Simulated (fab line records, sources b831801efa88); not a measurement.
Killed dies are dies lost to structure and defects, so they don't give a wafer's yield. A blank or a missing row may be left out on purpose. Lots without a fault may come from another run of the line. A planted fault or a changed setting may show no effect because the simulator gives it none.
fab line records | flow sfq_line
record lots=13 wafers=39 last_day=95
route steps=325 shown M0@39 R5@216
lots that met no fault: from a run of the same line without faults
start_h: hours from the record's first day to the start of the lot's first wafer shown | wait_h: hours since the lot's step before | " the same as in the row above | L1.1+2: a row that stands for several wafers | - no value, or no start given | * or withheld: withheld | < > ~ a bound
route shown NAME@n: a module of which the file shows steps, and the number in the route of the first | usual: mean/standard deviation of fault-free wafers | same: alike in all rows | chamber/n: place in a boat | sites: the reading at each site | _std_site: their standard deviation | _edge_site: outer sites' mean less inner sites' | radius_mm: how far each site lies from the wafer's centre | mask NAME#n: copy n | behind: the tool/chamber that last shaped the wafer | hold: why the lot was held/for how many hours/how that ended | device: the transistor (n, p or np) that didn't switch | end of line: the same wafers' tests at the end of the route | a step without rows: its recipe alone | killed: dies lost to structure and defects at the first sort, not the wafer's yield | map: a wafer's dies, x killed, . not, _ none there
set.NAME: the setting as run; set.NAME@STEP: as run at that earlier step | model.NAME: the simulator's own value behind a step, which no gauge read
steps of the route over a sample of lots; a table a step, a row a wafer
services: from which hour (start_h, from the record's first day; less than 0 if before it) a tool's chamber was out of use, for how many hours, and why
## steps
# step SFQ_TRILAYER_M0_BARC_OPEN_METAL_ETCH_031
# recipe mask_material=PR chemistry=O2 target_depth_nm=125 target=BARC icp_w=600 bias_w=80 pressure_mtorr=10 time_s=41.7
# usual drypump_motor_current_A=5.6/0.42 oes_product_au=0.684/0.0048 run_length_s=70.00/0.29
# columns lot.wafer tool chamber start_h wait_h drypump_motor_current_A oes_product_au rf_hours_counter_h run_length_s
L625.1 rie_metal-03 1 259.49 0.0 5.8 0.672 176 70.12
L625.4 " 1 " " 5.8 0.686 - 70.07
L625.5 " 1 " " 5.8 0.686 - 70.15
L626.1 rie_metal-03 1 264.29 0.0 5.8 0.685 177 70.04
L626.4 " 1 " " 5.8 0.689 - 69.95
L626.6 " 1 " " 5.8 0.684 - 70.03
L628.1 rie_metal-03 1 284.69 0.0 5.8 0.689 179 70.00
L628.3 " 0 " " 5.5 0.675 - 69.89
L628.5 " 1 " " 5.8 0.679 - 70.47
L630.4 rie_metal-04 0 313.64 0.0 5.3 0.685 - 70.47
L630.5 " 0 " " 5.3 0.685 - 70.00
L630.6 " 1 " " 5.2 0.677 - 70.05
L631.1 rie_metal-03 0 324.42 0.0 5.5 0.680 27 69.92
L631.3 " 0 " " 5.5 0.682 - 70.34
L631.5 " 0 " " 5.5 0.684 - 69.62
L632.3 rie_metal-02 0 332.84 0.0 5.3 0.684 - 70.41
L632.4 " 1 " " 6.4 0.691 - 70.01
L632.6 " 0 " " 5.3 0.682 - 69.61
L633.2 rie_metal-03 0 346.02 0.0 5.5 0.689 33 69.82
L633.5 " 0 " " 5.5 0.693 - 69.69
L633.6 " 1 " " 5.8 0.677 - 70.04
L634.2 rie_metal-03 0 355.62 0.0 5.5 0.682 34 69.68
L634.3 " 1 " " 5.7 0.685 - 70.18
L634.6 " 1 " " 5.8 0.686 - 70.48
L638.1 rie_metal-03 0 392.63 0.0 5.4 0.688 41 69.76
L638.2 " 1 " " 5.7 0.591 10 85.91
L638.3 " 1 " " 5.8 0.603 - 86.17
L643.2 rie_metal-02 0 423.95 0.0 5.3 0.684 50 69.76
L643.4 " 1 " " 6.4 0.701 - 69.62
L643.6 " 0 " " 5.3 0.686 - 69.89
L644.1 rie_metal-04 1 439.55 0.0 5.2 0.680 8 70.26
L644.3 " 1 " " 5.2 0.681 - 70.40
L644.4 " 0 " " 5.2 0.682 - 69.97
L647.1 rie_metal-02 1 477.20 0.0 6.4 0.677 12 69.49
L647.2 " 0 " " 5.3 0.683 59 69.89
L647.3 " 0 " " 5.3 0.696 - 69.94
L648.2 rie_metal-02 1 485.60 0.0 6.4 0.681 13 70.20
L648.4 " 1 " " 6.4 0.684 - 69.79
L648.5 " 0 " " 5.3 0.687 - 69.72
# step SFQ_TRILAYER_M0_STRIP_STRIP_025
# recipe gas=O2 power_w=200 platen_temp_c=40 overash_fraction=0.65 chemistry=O2 pressure_mtorr=50
# usual drypump_motor_current_A=5.6/0.42 oes_product_au=1.002/0.0078
# same overash_fraction=0.65
# columns lot.wafer tool chamber start_h wait_h drypump_motor_current_A oes_product_au rf_hours_counter_h
L625.1 rie_metal-03 1 259.68 0.1 5.8 1.001 176
L625.4 " 1 " " 5.8 1.007 -
L625.5 " 1 " " 5.8 1.009 -
L626.1 rie_metal-03 1 264.48 0.1 5.8 1.005 177
L626.4 " 1 " " 5.8 1.011 -
L626.6 " 1 " " 5.7 0.994 -
L628.1 rie_metal-03 1 284.88 0.1 5.8 1.001 180
L628.3 " 0 " " 5.5 0.994 -
L628.5 " 1 " " 5.8 1.008 -
L630.4 rie_metal-04 0 314.00 0.2 5.2 1.004 -
L630.5 " 0 " " 5.2 1.006 -
L630.6 " 1 " " 5.2 0.996 -
L631.1 rie_metal-03 0 324.79 0.2 5.4 0.979 27
L631.3 " 0 " " 5.5 0.992 -
L631.5 " 0 " " 5.5 0.995 -
L632.3 rie_metal-02 0 333.20 0.2 5.3 1.001 -
L632.4 " 1 " " 6.5 1.000 -
L632.6 " 0 " " 5.3 0.998 -
L633.2 rie_metal-03 0 346.20 0.1 5.5 0.995 33
L633.5 " 0 " " 5.5 0.997 -
L633.6 " 1 " " 5.7 1.015 -
L634.2 rie_metal-03 0 355.80 0.1 5.5 0.996 34
L634.3 " 1 " " 5.8 1.006 -
L634.6 " 1 " " 5.8 1.000 -
L638.1 rie_metal-03 0 392.81 0.1 5.5 0.997 41
L638.2 " 1 " " 5.8 1.015 10
L638.3 " 1 " " 5.8 1.016 -
L643.2 rie_metal-02 0 424.14 0.1 5.3 0.997 50
L643.4 " 1 " " 6.5 1.001 -
L643.6 " 0 " " 5.3 1.004 -
L644.1 rie_metal-04 1 439.74 0.1 5.1 1.007 8
L644.3 " 1 " " 5.2 1.013 -
L644.4 " 0 " " 5.3 1.010 -
L647.1 rie_metal-02 1 477.39 0.1 6.5 0.992 12
L647.2 " 0 " " 5.3 1.007 59
L647.3 " 0 " " 5.3 1.003 -
L648.2 rie_metal-02 1 485.79 0.1 6.4 0.996 13
L648.4 " 1 " " 6.4 0.993 -
L648.5 " 0 " " 5.3 1.015 -
# step SFQ_R5_THK_MEAS_934
# recipe thk_meas_gauge=xrf reads=MoNx_of_TRILAYER_R5_DEP_SPUTTER_133
# usual R5_MONX_THK=40.0/0.6
# columns lot.wafer tool chamber start_h wait_h R5_MONX_THK[nm]
L625.1 film_metro-04 - 1432.86 0.1 40.2
L625.4 " - " " 39.5
L625.5 " - " " 39.8
L626.1 film_metro-01 - 1439.78 0.1 41.0
L626.4 " - " " 40.5
L626.6 " - " " 40.9
L628.1 film_metro-04 - 1661.46 0.1 40.3
L628.3 " - " " 40.6
L628.5 " - " " 40.4
L630.4 film_metro-01 - 1682.69 0.1 39.3
L630.5 " - " " 39.7
L630.6 " - " " 39.8
L631.1 film_metro-04 - 1691.66 0.1 40.4
L631.3 " - " " 41.3
L631.5 " - " " 40.5
L632.3 film_metro-04 - 1733.33 0.1 39.9
L632.4 " - " " 38.9
L632.6 " - " " 39.9
L633.2 film_metro-03 - 1736.50 0.1 41.4
L633.5 " - " " 41.2
L633.6 " - " " 41.0
L634.2 film_metro-04 - 1739.76 0.1 39.5
L634.3 " - " " 39.8
L634.6 " - " " 39.7
L638.1 film_metro-04 - 1762.12 0.1 40.0
L638.2 " - " " 40.6
L638.3 " - " " 40.0
L643.2 film_metro-04 - 1798.43 0.1 40.4
L643.4 " - " " 40.2
L643.6 " - " " 40.0
L644.1 film_metro-01 - 1799.46 0.1 40.5
L644.3 " - " " 40.1
L644.4 " - " " 40.3
L647.1 film_metro-04 - 1811.04 0.1 39.6
L647.2 " - " " 39.2
L647.3 " - " " 39.7
L648.2 film_metro-03 - 1814.05 0.1 40.0
L648.4 " - " " 39.9
L648.5 " - " " 40.3
# step SFQ_TRILAYER_R5_BARC_OPEN_METAL_ETCH_177
# recipe mask_material=PR chemistry=O2 target_depth_nm=125 target=BARC icp_w=600 bias_w=80 pressure_mtorr=10 time_s=41.7
# usual drypump_motor_current_A=5.6/0.47 oes_product_au=0.686/0.0049 run_length_s=69.99/0.27
# columns lot.wafer tool chamber start_h wait_h drypump_motor_current_A oes_product_au rf_hours_counter_h run_length_s
L625.1 rie_metal-02 0 1536.10 0.0 5.3 0.679 61 70.06
L625.4 " 1 " " 6.4 0.685 - 69.88
L625.5 " 0 " " 5.3 0.689 - 70.36
L626.1 rie_metal-03 0 1537.43 0.0 5.5 0.682 55 69.98
L626.4 " 0 " " 5.5 0.682 - 69.69
L626.6 " 1 " " 5.8 0.680 - 70.28
L628.1 rie_metal-04 0 1663.94 0.0 5.3 0.689 35 70.32
L628.3 " 1 " " 5.2 0.696 - 70.01
L628.5 " 1 " " 5.2 0.680 - 70.36
L630.4 rie_metal-04 1 1685.03 0.0 5.2 0.684 - 70.51
L630.5 " 0 " " 5.3 0.690 - 70.59
L630.6 " 1 " " 5.1 0.676 - 69.98
L631.1 rie_metal-03 0 1694.01 0.0 5.5 0.692 73 69.64
L631.3 " 1 " " 5.8 0.689 - 69.96
L631.5 " 0 " " 5.5 0.680 - 70.25
L632.3 rie_metal-02 0 1736.84 0.0 5.3 0.686 - 70.11
L632.4 " 1 " " 6.5 0.680 - 69.56
L632.6 " 0 " " 5.3 0.681 - 69.81
L633.2 rie_metal-03 1 1741.62 0.0 5.8 0.694 54 70.27
L633.5 " 1 " " 5.8 0.691 - 70.37
L633.6 " 0 " " 5.5 0.687 - 69.65
L634.2 rie_metal-02 0 1744.02 0.0 5.3 0.682 93 69.72
L634.3 " 1 " " 6.5 0.687 - 69.88
L634.6 " 0 " " 5.3 0.687 - 69.98
L638.1 rie_metal-03 1 1777.89 0.0 5.8 0.689 59 69.92
L638.2 " 0 " " 5.5 0.683 85 69.79
L638.3 " 1 " " 5.8 0.679 - 70.21
L643.2 rie_metal-04 1 1800.77 0.0 5.2 0.687 65 69.94
L643.4 " 0 " " 5.3 0.682 - 70.71
L643.6 " 0 " " 5.2 0.684 - 69.88
L644.1 rie_metal-02 0 1801.97 0.0 5.3 0.680 101 69.71
L644.3 " 1 " " 6.4 0.685 - 69.64
L644.4 " 0 " " 5.3 0.687 - 70.11
L647.1 rie_metal-02 1 1813.38 0.0 6.4 0.683 58 69.82
L647.2 " 0 " " 5.3 0.684 103 70.12
L647.3 " 1 " " 6.5 0.683 - 69.91
L648.2 rie_metal-04 0 1816.98 0.0 5.3 0.691 60 70.08
L648.4 " 1 " " 5.2 0.688 - 70.38
L648.5 " 1 " " 5.2 0.690 - 69.97
## services
# columns tool chamber start_h hours kind
rie_metal-02 - 245.08 0.7 repair
rie_metal-03 1 443.79 8.5 repair
rie_metal-02 - 456.79 0.6 repair
rie_metal-03 - 498.99 4.9 repair
rie_metal-03 - 578.56 1.0 repair
rie_metal-03 0 599.35 48.2 repair
rie_metal-03 1 627.63 16.1 repair
rie_metal-02 - 633.73 0.5 repair
rie_metal-03 - 646.13 28.1 pm
rie_metal-03 - 674.23 2.8 pm
rie_metal-03 1 685.24 2.5 repair
rie_metal-02 - 746.79 0.6 repair
rie_metal-03 - 751.85 15.6 pm
rie_metal-02 0 775.72 5.6 repair
rie_metal-02 - 827.70 1.4 pm
rie_metal-03 0 876.51 1.5 repair
rie_metal-03 - 902.16 0.7 repair
rie_metal-02 - 996.27 15.2 repair
rie_metal-03 - 1091.96 1.4 pm
rie_metal-03 0 1171.96 9.0 repair
rie_metal-03 - 1315.79 14.6 pm
rie_metal-03 - 1370.85 2.1 repair
rie_metal-03 0 1479.20 11.8 repair
rie_metal-03 - 1758.16 2.8 pm
## key
first_sign step=SFQ_TRILAYER_M0_BARC_OPEN_METAL_ETCH_031 reading=run_length_s direction=up sigmas=55 usual=* struck=*
effect step=SFQ_TRILAYER_M0_BARC_OPEN_METAL_ETCH_031 reading=oes_product_au direction=down sigmas=18 usual=0.684 struck=0.597
met_at SFQ_TRILAYER_M0_BARC_OPEN_METAL_ETCH_031
struck_lots L638
struck_wafers L638.2,L638.3
not_acting_at SFQ_TRILAYER_M0_STRIP_STRIP_025,SFQ_R5_THK_MEAS_934,SFQ_TRILAYER_R5_BARC_OPEN_METAL_ETCH_177
onset_between 355.62 392.63
fault kind=process_parameter_drift tool=rie_metal-03 chamber=1 onset_h=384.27 steps=SFQ_TRILAYER_M0_BARC_OPEN_METAL_ETCH_031 channel=time_s offset=* shape=step end_h=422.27 acts_in=* stated=*
